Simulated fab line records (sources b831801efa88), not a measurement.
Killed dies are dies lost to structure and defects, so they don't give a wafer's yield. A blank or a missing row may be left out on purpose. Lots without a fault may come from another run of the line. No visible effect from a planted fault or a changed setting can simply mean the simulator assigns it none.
Which of the tools did it? -- flow sky130 -- Sampling: 12 lots, 36 wafers, 3 of 708 route steps

## WHAT THE GAUGES READ, wafer by wafer
SKY_VIA4_THK_MEAS_20: measures by xrf. Usual: VIA4_W_THK gives 507 nm (standard deviation 9.9).
lot,measured,on,VIA4_W_THK (nm),flag
L138,day 43 04:01,film-metro-01,504 509 501,
L139,day 43 04:53,film-metro-04,510 516 512,
L140,day 43 12:48,film-metro-04,510 522 503,
L142,day 44 03:32,film-metro-01,498 490 490,
L143,day 44 10:26,film-metro-02,504 497 514,
L151,day 46 10:47,film-metro-01,487 493 496,
L152,day 47 01:44,film-metro-04,495 493 498,
L154,day 47 10:20,film-metro-02,509 517 500,
L156,day 47 19:49,film-metro-01,511 511 496,
L157,day 47 19:37,film-metro-02,522 527 518,
L158,day 48 06:56,film-metro-04,493 508 492,
L159,day 48 09:01,film-metro-04,501 499 501,

## WHICH TOOL RAN EACH LOT (tool, then ch and the chambers of the sampled wafers, then the start)
lot,SKY_METAL1_SPUTTER_00,SKY_METAL4_ETCH_17
L138,"pvd-sputter-03, day 31 22:20","rie-diel-01 ch 1,2,3, day 42 02:13"
L139,"pvd-sputter-03, day 32 02:57","rie-diel-02 ch 2,3, day 42 03:52"
L140,"pvd-sputter-03, day 32 12:34","rie-diel-02 ch 0,2,3, day 42 11:05"
L142,"pvd-sputter-03, day 32 22:34","rie-diel-03 ch 1,2, day 43 02:37"
L143,"pvd-sputter-01, day 33 11:56","rie-diel-03 ch 0,1,3, day 43 09:19"
L151,"pvd-sputter-02, day 36 00:25","rie-diel-01 ch 0,1,2, day 45 11:28"
L152,"pvd-sputter-03, day 36 17:34","rie-diel-02 ch 0,2, day 46 03:25"
L154,"pvd-sputter-03, day 37 07:59","rie-diel-02 ch 2,3, day 46 11:16"
L156,"pvd-sputter-02, day 37 15:05","rie-diel-03 ch 1,2,3, day 46 22:17"
L157,"pvd-sputter-02, day 37 20:07","rie-diel-02 ch 0,2,3, day 46 22:33"
L158,"pvd-sputter-03, day 38 06:04","rie-diel-01 ch 1,3, day 47 07:16"
L159,"pvd-sputter-03, day 38 12:28","rie-diel-03 ch 0,2,3, day 47 09:25"
- SKY_METAL1_SPUTTER_00: material Ti, target thk 15 nm, time 10 s.
- SKY_METAL4_ETCH_17: etches SiO2 in C4F8/O2/Ar, stops on TiN, time 3.9 s, target depth 15 nm.

## WHAT THE TOOLS THEMSELVES READ (means of the sampled wafers that have a number; where no wafer has one, the mark that the record gives instead)
SKY_METAL1_SPUTTER_00. Usual: throttle-valve-pct reads 29.8 % (standard deviation 1.2).
lot,tool,throttle-valve-pct (%),flag
L138,pvd-sputter-03,29.4,
L139,pvd-sputter-03,29.9,
L140,pvd-sputter-03,30.6,
L142,pvd-sputter-03,29.1,
L143,pvd-sputter-01,30.0,
L151,pvd-sputter-02,29.4,
L152,pvd-sputter-03,30.1,
L154,pvd-sputter-03,29.8,
L156,pvd-sputter-02,29.7,
L157,pvd-sputter-02,29.2,
L158,pvd-sputter-03,27.9,
L159,pvd-sputter-03,30.7,

SKY_METAL4_ETCH_17. Usual: oes-product-au reads 0.753 a.u. (standard deviation 0.0078).
lot,tool,oes-product-au (a.u.),flag
L138,rie-diel-01,0.754,
L139,rie-diel-02,0.754,
L140,rie-diel-02,0.753,
L142,rie-diel-03,0.749,
L143,rie-diel-03,0.744,
L151,rie-diel-01,0.744,
L152,rie-diel-02,0.756,
L154,rie-diel-02,0.756,
L156,rie-diel-03,0.754,
L157,rie-diel-02,0.757,
L158,rie-diel-01,0.756,
L159,rie-diel-03,0.760,

## THE ANSWER, worked out from the rows above alone
Rule: a lot counts as off when the mean over its wafers that have a number is more than 3 standard deviations away from the usual mean. Also off: a lot with no number at a reading for which 4 or more lots have one. Where the step has rows for the other lots, those lots are counted as sound. First the gauges in route order, then the tools' own readings, where a lot's mean is used as printed above. The first step at which some lot is off is used, and at that step the reading that is off furthest; a lot without a number counts as furthest.
No lot is off on any of the readings shown, so nothing can be concluded from this.

## WHAT THE SIMULATOR PUT IN
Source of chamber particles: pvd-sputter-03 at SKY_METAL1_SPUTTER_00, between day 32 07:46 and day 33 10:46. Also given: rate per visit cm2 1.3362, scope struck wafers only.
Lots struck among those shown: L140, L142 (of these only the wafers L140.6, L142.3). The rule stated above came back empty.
